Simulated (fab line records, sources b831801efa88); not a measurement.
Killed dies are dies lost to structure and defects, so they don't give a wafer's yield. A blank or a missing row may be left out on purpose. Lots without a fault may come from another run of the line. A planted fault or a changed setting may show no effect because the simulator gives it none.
fab line records | flow sky130
record lots=6 wafers=18 last_day=49
route steps=708 shown VT_ADJUST_HVTR@133 VT_ADJUST_PCH@143 SONOS_TUNNEL@154
lots that met no fault: from a run of the same line without faults
start_h: hours from the record's first day to the start of the lot's first wafer shown | wait_h: hours since the lot's step before | " the same as in the row above | L1.1+2: a row that stands for several wafers | - no value, or no start given | * or withheld: withheld | < > ~ a bound
route shown NAME@n: a module of which the file shows steps, and the number in the route of the first | usual: mean/standard deviation of fault-free wafers | same: alike in all rows | chamber/n: place in a boat | sites: the reading at each site | _std_site: their standard deviation | _edge_site: outer sites' mean less inner sites' | radius_mm: how far each site lies from the wafer's centre | mask NAME#n: copy n | behind: the tool/chamber that last shaped the wafer | hold: why the lot was held/for how many hours/how that ended | device: the transistor (n, p or np) that didn't switch | end of line: the same wafers' tests at the end of the route | a step without rows: its recipe alone | killed: dies lost to structure and defects at the first sort, not the wafer's yield | map: a wafer's dies, x killed, . not, _ none there
set.NAME: the setting as run; set.NAME@STEP: as run at that earlier step | model.NAME: the simulator's own value behind a step, which no gauge read
lots at some steps of the route; a table a step, a row a wafer
services: from which hour (start_h, from the record's first day; less than 0 if before it) a tool's chamber was out of use, for how many hours, and why
## steps
# step SKY_VT_ADJUST_HVTR_COAT_02
# recipe resist=NOVOLAK spin_rpm=3000 resist_thk_nm=1140
# step SKY_VT_ADJUST_HVTR_SOFTBAKE_03
# recipe temp_c=90 time_s=60 resist=NOVOLAK
# step SKY_VT_ADJUST_HVTR_EXPOSE_04
# recipe mask_id=HVTRM target_cd_nm=380 na=0.6 source_shape=conventional sigma_outer=0.6 dose_mj=150
# step SKY_VT_ADJUST_HVTR_PEB_05
# recipe temp_c=withheld time_s=* resist=NOVOLAK
# step SKY_VT_ADJUST_HVTR_DEVELOP_06
# recipe develop_time_s=60 dev_temp_c=23
# step SKY_VT_ADJUST_HVTR_CD_MEAS_07
# recipe target_cd_nm=380
# usual cd_nm=379.6/2.3
# columns lot.wafer tool chamber start_h wait_h cd_nm
L672.2 cd_sem-01 - 234.01 0.1 378.3
L672.4 " - " " 381.1
L672.5 " - " " 376.0
L673.2 cd_sem-01 - 234.96 0.1 381.1
L673.4 " - " " 382.2
L673.6 " - " " 382.9
L675.3 cd_sem-01 - 256.25 0.1 381.2
L675.5 " - " " 378.4
L675.6 " - " " 379.1
L682.1 cd_sem-01 - 301.38 0.1 377.2
L682.2 " - " " 381.2
L682.3 " - " " 380.9
L684.1 cd_sem-02 - 322.39 0.1 377.9
L684.2 " - " " 378.2
L684.6 " - " " 377.7
L686.1 cd_sem-01 - 333.73 0.1 376.0
L686.3 " - " " 376.3
L686.5 " - " " 375.7
# step SKY_VT_ADJUST_HVTR_OVL_MEAS_08
# usual VT_ADJUST_HVTR_OVL=-0.3/1.2
# columns lot.wafer tool chamber start_h wait_h VT_ADJUST_HVTR_OVL[nm]
L672.2 overlay-02 - 234.12 0.1 0.4
L672.4 " - " " -1.3
L672.5 " - " " -1.5
L673.2 overlay-02 - 235.07 0.1 -2.1
L673.4 " - " " -2.4
L673.6 " - " " -2.2
L675.3 overlay-01 - 256.34 0.1 -1.2
L675.5 " - " " -0.9
L675.6 " - " " -1.1
L682.1 overlay-01 - 301.50 0.1 1.6
L682.2 " - " " -0.3
L682.3 " - " " 1.4
L684.1 overlay-01 - 322.51 0.1 -0.5
L684.2 " - " " -0.5
L684.6 " - " " -1.3
L686.1 overlay-01 - 333.85 0.1 -1.3
L686.3 " - " " 0.4
L686.5 " - " " 0.1
# step SKY_VT_ADJUST_HVTR_IMPLANT_09
# recipe species=B energy_kev=10 dose_cm2=2.1e+12 tilt_deg=withheld
# step SKY_VT_ADJUST_HVTR_STRIP_10
# recipe chemistry=O2/N2 power_w=1400 pressure_mtorr=1500 platen_temp_c=withheld o2_flow_sccm=3000 n2_flow_sccm=300 overash_fraction=0.5
# usual drypump_motor_current_A=5.6/0.41 oes_product_au=0.717/0.0045 strip_time_to_endpoint_s=14.16/0.04
# columns lot.wafer tool chamber start_h wait_h drypump_motor_current_A oes_product_au rf_hours_counter_h strip_time_to_endpoint_s
L672.2 plasma_asher-04 0 234.30 0.1 5.4 0.714 57 14.12
L672.4 " 0 " " 5.4 0.715 - 14.16
L672.5 " 0 " " 5.4 0.723 - 14.16
L673.2 plasma_asher-03 0 235.25 0.1 6.1 0.723 13 14.12
L673.4 " 0 " " 6.2 0.715 - 14.13
L673.6 " 1 " " 5.0 0.715 - 14.13
L675.3 plasma_asher-01 0 256.55 0.1 5.9 0.718 - 14.13
L675.5 " 1 " " 5.7 0.708 - 14.15
L675.6 " 0 " " 5.9 0.724 - 14.16
L682.1 plasma_asher-04 0 301.68 0.1 5.4 0.712 64 14.17
L682.2 " 1 " " 5.3 0.710 64 14.18
L682.3 " 1 " " 5.3 0.711 - 14.20
L684.1 plasma_asher-03 0 322.70 0.1 6.1 0.726 22 14.16
L684.2 " 1 " " 5.0 0.719 22 14.17
L684.6 " 1 " " 5.0 0.725 - 14.17
L686.1 plasma_asher-03 0 334.03 0.1 6.1 0.721 24 14.20
L686.3 " 0 " " 6.2 0.720 - 14.14
L686.5 " 1 " " 5.0 0.715 - 14.12
# step SKY_VT_ADJUST_HVTR_TW_MEAS_11
# usual VT_ADJUST_HVTR_TW=210.5/2.3
# columns lot.wafer tool chamber start_h wait_h VT_ADJUST_HVTR_TW
L672.2 film_metro-01 - 234.41 0.1 210.0
L672.4 " - " " 211.0
L672.5 " - " " 210.5
L673.2 film_metro-01 - 235.49 0.2 210.7
L673.4 " - " " 210.4
L673.6 " - " " 209.6
L675.3 film_metro-01 - 256.63 0.1 209.0
L675.5 " - " " 209.2
L675.6 " - " " 209.2
L682.1 film_metro-04 - 301.78 0.1 210.8
L682.2 " - " " 208.9
L682.3 " - " " 210.5
L684.1 film_metro-01 - 322.80 0.1 209.8
L684.2 " - " " 210.1
L684.6 " - " " 208.9
L686.1 film_metro-03 - 334.13 0.1 213.8
L686.3 " - " " 212.8
L686.5 " - " " 214.2
# step SKY_VT_ADJUST_PCH_DEHYDRATE_00
# recipe temp_c=200 time_s=60
# step SKY_VT_ADJUST_PCH_HMDS_01
# recipe prime_time_s=60 prime_temp_c=120
# step SKY_VT_ADJUST_PCH_COAT_02
# recipe spin_rpm=2000 resist_thk_nm=3000
# usual chill_plate_temp_C=23.00/0.1 dispense_pressure_kPa=47.6/1.4
# columns lot.wafer tool chamber start_h wait_h chill_plate_temp_C dispense_pressure_kPa
L672.2 litho_track-03 - 245.88 0.1 - -
L672.4 " - " " - -
L672.5 " - " " - -
L673.2 litho_track-01 - 246.96 0.1 - -
L673.4 " - " " - -
L673.6 " - " " - -
L675.3 litho_track-03 0 268.91 0.1 22.92 49.5
L675.5 " 0 " " 22.91 49.4
L675.6 " 0 " " 22.85 49.4
L682.1 litho_track-01 0 315.04 0.1 22.87 47.3
L682.2 " 0 " " 22.95 47.3
L682.3 " 0 " " 23.04 47.2
L684.1 litho_track-01 0 335.49 0.1 22.92 47.3
L684.2 " 0 " " 22.76 47.3
L684.6 " 0 " " 22.86 47.3
L686.1 litho_track-01 0 347.74 0.1 22.98 47.3
L686.3 " 0 " " 23.09 47.3
L686.5 " 0 " " 23.13 47.3
# step SKY_VT_ADJUST_PCH_SOFTBAKE_03
# recipe temp_c=110 time_s=withheld
# step SKY_VT_ADJUST_PCH_EXPOSE_04
# recipe mask_id=NWM na=0.6 source_shape=conventional sigma_outer=0.6 polarization=unpolarized target_cd_nm=840 dose_mj=255
# step SKY_VT_ADJUST_PCH_PEB_05
# recipe temp_c=115 time_s=withheld
# step SKY_VT_ADJUST_PCH_DEVELOP_06
# recipe wall_angle_deg=90 developer=TMAH develop_time_s=60 dev_temp_c=23
# step SKY_VT_ADJUST_PCH_OVL_MEAS_07
# usual VT_ADJUST_PCH_OVL=-0.6/1.2
# columns lot.wafer tool chamber start_h wait_h VT_ADJUST_PCH_OVL[nm]
L672.2 overlay-02 - 257.19 - -
L672.4 " - " " -
L672.5 " - " " -
L673.2 overlay-02 - 258.75 - -
L673.4 " - " " -
L673.6 " - " " -
L675.3 overlay-02 - 280.30 - -2.0
L675.5 " - " " -1.9
L675.6 " - " " -0.7
L682.1 overlay-01 - 327.89 - -2.8
L682.2 " - " " -3.2
L682.3 " - " " 0.2
L684.1 overlay-01 - 349.59 - 1.4
L684.2 " - " " 1.1
L684.6 " - " " -1.5
L686.1 overlay-02 - 360.29 - -0.7
L686.3 " - " " -1.0
L686.5 " - " " -0.1
# step SKY_VT_ADJUST_PCH_IMPLANT_08
# recipe species=B energy_kev=10 dose_cm2=5e+11 tilt_deg=withheld
# step SKY_VT_ADJUST_PCH_STRIP_09
# recipe chemistry=O2/N2 power_w=1400 pressure_mtorr=1500 platen_temp_c=withheld o2_flow_sccm=3000 n2_flow_sccm=300 overash_fraction=0.5
# usual drypump_motor_current_A=5.3/0.47 oes_product_au=0.723/0.0041 strip_time_to_endpoint_s=36.94/0.088
# columns lot.wafer tool chamber start_h wait_h drypump_motor_current_A oes_product_au rf_hours_counter_h strip_time_to_endpoint_s
L672.2 plasma_asher-03 1 257.37 0.1 5.0 - 15 -
L672.4 " 1 " " 5.0 - - -
L672.5 " 0 " " 6.1 - - -
L673.2 plasma_asher-03 0 258.93 0.1 6.1 - 15 -
L673.4 " 1 " " 5.0 - - -
L673.6 " 1 " " 5.0 - - -
L675.3 plasma_asher-03 1 280.51 0.1 5.0 0.717 - 37.07
L675.5 " 1 " " 5.0 0.727 - 37.00
L675.6 " 0 " " 6.1 0.718 - 37.09
L682.1 plasma_asher-02 0 328.08 0.1 4.8 0.723 46 36.95
L682.2 " 1 " " 4.8 0.718 46 36.94
L682.3 " 0 " " 4.8 0.725 - 37.03
L684.1 plasma_asher-03 1 349.78 0.1 5.0 0.725 25 36.99
L684.2 " 0 " " 6.1 0.717 25 37.01
L684.6 " 1 " " 5.0 0.725 - 36.93
L686.1 plasma_asher-02 0 360.47 0.1 4.8 0.733 49 36.95
L686.3 " 0 " " 4.8 0.722 - 36.89
L686.5 " 1 " " 4.8 0.718 - 36.96
# step SKY_VT_ADJUST_PCH_TW_MEAS_10
# usual VT_ADJUST_PCH_TW=143.3/1.3
# columns lot.wafer tool chamber start_h wait_h VT_ADJUST_PCH_TW
L672.2 film_metro-03 - 257.48 0.1 145.6
L672.4 " - " " 145.4
L672.5 " - " " 145.8
L673.2 film_metro-03 - 259.04 0.1 144.4
L673.4 " - " " 144.9
L673.6 " - " " 144.4
L675.3 film_metro-02 - 280.59 0.1 142.4
L675.5 " - " " 142.5
L675.6 " - " " 142.3
L682.1 film_metro-04 - 328.18 0.1 142.4
L682.2 " - " " 141.9
L682.3 " - " " 142.6
L684.1 film_metro-02 - 349.88 0.1 142.8
L684.2 " - " " 142.9
L684.6 " - " " 143.5
L686.1 film_metro-03 - 360.57 0.1 145.1
L686.3 " - " " 144.4
L686.5 " - " " 145.2
# step SKY_SONOS_TUNNEL_DEHYDRATE_00
# recipe temp_c=200 time_s=60
# step SKY_SONOS_TUNNEL_HMDS_01
# recipe prime_time_s=60 prime_temp_c=120
# step SKY_SONOS_TUNNEL_COAT_02
# recipe resist=NOVOLAK spin_rpm=3000 resist_thk_nm=1140
# step SKY_SONOS_TUNNEL_SOFTBAKE_03
# recipe temp_c=90 time_s=60 resist=NOVOLAK
# step SKY_SONOS_TUNNEL_EXPOSE_04
# recipe mask_id=TUNM na=0.6 source_shape=conventional sigma_outer=0.6 polarization=unpolarized target_cd_nm=410 dose_mj=136
# step SKY_SONOS_TUNNEL_PEB_05
# recipe temp_c=withheld time_s=* resist=NOVOLAK
# step SKY_SONOS_TUNNEL_DEVELOP_06
# recipe resist=NOVOLAK developer=TMAH develop_time_s=60 dev_temp_c=23
# step SKY_SONOS_TUNNEL_CD_MEAS_07
# recipe target_cd_nm=410
# usual cd_nm=410.6/2.3
# columns lot.wafer tool chamber start_h wait_h cd_nm
L672.2 cd_sem-02 - 280.58 0.1 415.5
L672.4 " - " " 413.5
L672.5 " - " " 412.2
L673.2 cd_sem-01 - 282.43 0.1 407.8
L673.4 " - " " 407.2
L673.6 " - " " 407.1
L675.3 cd_sem-01 - 305.67 0.1 408.5
L675.5 " - " " 411.0
L675.6 " - " " 409.2
L682.1 cd_sem-01 - 355.33 0.1 410.4
L682.2 " - " " 410.9
L682.3 " - " " 408.4
L684.1 cd_sem-01 - 377.06 0.1 413.9
L684.2 " - " " 411.6
L684.6 " - " " 412.3
L686.1 cd_sem-02 - 388.99 0.1 413.8
L686.3 " - " " 414.3
L686.5 " - " " 410.9
# step SKY_SONOS_TUNNEL_OVL_MEAS_08
# usual SONOS_TUNNEL_OVL=-0.9/1.6
# columns lot.wafer tool chamber start_h wait_h SONOS_TUNNEL_OVL[nm]
L672.2 overlay-02 - 280.68 0.1 -2.1
L672.4 " - " " -2.4
L672.5 " - " " -2.4
L673.2 overlay-02 - 282.53 0.1 -0.8
L673.4 " - " " -1.5
L673.6 " - " " -0.2
L675.3 overlay-02 - 305.76 0.1 -2.0
L675.5 " - " " -1.1
L675.6 " - " " -1.8
L682.1 overlay-01 - 355.45 0.1 -1.4
L682.2 " - " " -1.9
L682.3 " - " " -1.8
L684.1 overlay-02 - 377.18 0.1 -0.3
L684.2 " - " " -0.8
L684.6 " - " " -2.0
L686.1 overlay-01 - 389.11 0.1 0.1
L686.3 " - " " 1.0
L686.5 " - " " 1.4
# step SKY_SONOS_TUNNEL_IMPLANT_09
# recipe species=B energy_kev=20 dose_cm2=1e+12 tilt_deg=withheld
# step SKY_SONOS_TUNNEL_WET_ETCH_10
# recipe chemistry=dHF target_depth_nm=14 target=SiO2 dilution=100:1 temp_c=25 time_s=280
# step SKY_SONOS_TUNNEL_STRIP_11
# recipe chemistry=SPM time_s=600 temp_c=130
# step SKY_SONOS_TUNNEL_TW_MEAS_12
# usual SONOS_TUNNEL_TW=197.4/2
# columns lot.wafer tool chamber start_h wait_h SONOS_TUNNEL_TW
L672.2 film_metro-01 - 281.23 0.0 210.2
L672.4 " - " " 209.9
L672.5 " - " " 210.8
L673.2 film_metro-01 - 282.98 0.0 210.7
L673.4 " - " " 209.7
L673.6 " - " " 211.0
L675.3 film_metro-03 - 306.21 0.0 200.5
L675.5 " - " " 200.2
L675.6 " - " " 200.7
L682.1 film_metro-02 - 355.89 0.0 197.1
L682.2 " - " " 196.4
L682.3 " - " " 199.0
L684.1 film_metro-03 - 377.63 0.0 200.5
L684.2 " - " " 201.3
L684.6 " - " " 200.1
L686.1 film_metro-01 - 389.55 0.0 195.7
L686.3 " - " " 195.5
L686.5 " - " " 195.2
# step SKY_SONOS_TUNNEL_CLEAN_13
# recipe chemistry=dHF time_s=20 dilution=100:1 dry=ipa_marangoni
## services
# columns tool chamber start_h hours kind
plasma_asher-03 - 212.21 0.8 repair
plasma_asher-01 - 225.24 1.5 repair
plasma_asher-02 - 227.35 12.8 pm
plasma_asher-02 - 260.84 16.8 repair
plasma_asher-04 - 276.32 5.2 repair
plasma_asher-01 - 314.20 3.8 repair
## key
first_sign step=SKY_VT_ADJUST_PCH_COAT_02 reading=tool_record direction=missing
effect step=SKY_VT_ADJUST_PCH_OVL_MEAS_07 reading=VT_ADJUST_PCH_OVL direction=missing
effect step=SKY_SONOS_TUNNEL_TW_MEAS_12 reading=SONOS_TUNNEL_TW direction=up sigmas=6.5 usual=197.4 struck=210.4
met_at SKY_VT_ADJUST_PCH_COAT_02
struck_wafers L672.2,L672.4,L672.5,L673.2,L673.4,L673.6
sort_left_out L672.2,L672.4,L672.5,L673.2,L673.4,L673.6
tester_left_out L672,L673
fault kind=skipped_step_whole tool=litho_track-01,litho_track-03 chamber=- onset_h=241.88 steps=SKY_VT_ADJUST_PCH_COAT_02 scope=struck_lots_only
# tester_left_out: of these lots the tester's yield and bins aren't shown, on N5 and GAA mostly nor the transistor test; their killed dies are dies lost to structure and defects alone, not to doping, threshold or leakage, so they don't give the yield
# sort_left_out: the simulated sort isn't trusted on such a fault, so these wafers' sort isn't shown, and their yield isn't known
